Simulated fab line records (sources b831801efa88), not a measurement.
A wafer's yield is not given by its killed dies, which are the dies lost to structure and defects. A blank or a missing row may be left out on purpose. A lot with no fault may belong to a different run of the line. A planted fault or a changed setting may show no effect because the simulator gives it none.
Chamber matching ; flow gf180mcu ; GF_V5_CMP_04 on cmp-02 has 4 sister chambers
The step polishes SiO2. 4 wafers are shown with their chamber, then 10 later ones without.

WAFERS WITH THEIR CHAMBER
wafer;chamber;motor_current_A (A)
L181.1;1;8.9
L182.1;0;14.4
L183.2;3;15.5
L183.3;2;16.7

WAFERS WITH NO CHAMBER GIVEN
wafer;motor_current_A (A)
L183.4;9.6
L185.2;9.4
L185.5;9.7
L185.6;14.8
L186.1;15.2
L186.3;9.8
L186.6;13.9
L188.1;14.6
L188.3;9.5
L188.6;14.6

EACH ONE'S CHAMBER
wafer;from the rows above;in truth
L183.4;1;1
L185.2;1;1
L185.5;1;1
L185.6;can't be placed: 0 or 3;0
L186.1;can't be placed: 3 or 0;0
L186.3;1;1
L186.6;can't be placed: 0 or 3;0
L188.1;can't be placed: 0 or 3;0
L188.3;1;1
L188.6;can't be placed: 0 or 3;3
Placed correctly: 5 of 10. From these rows, 5 cannot be placed; in 5 the true chamber is one of the candidates. Placed wrongly: 0.
How it was worked out, from the rows above alone: a wafer's distance from a chamber is the root of the sum, over the readings, of the square of ((its reading less the chamber's mean) divided by the reading's scatter). The wafer belongs to the nearest chamber; if the next one is less than 2 further off, it can't be placed. A chamber's mean is the mean of its shown wafers. The scatter: with one shown wafer a chamber, the root of the mean of the squares of how far each hidden wafer lies from its nearest shown one.
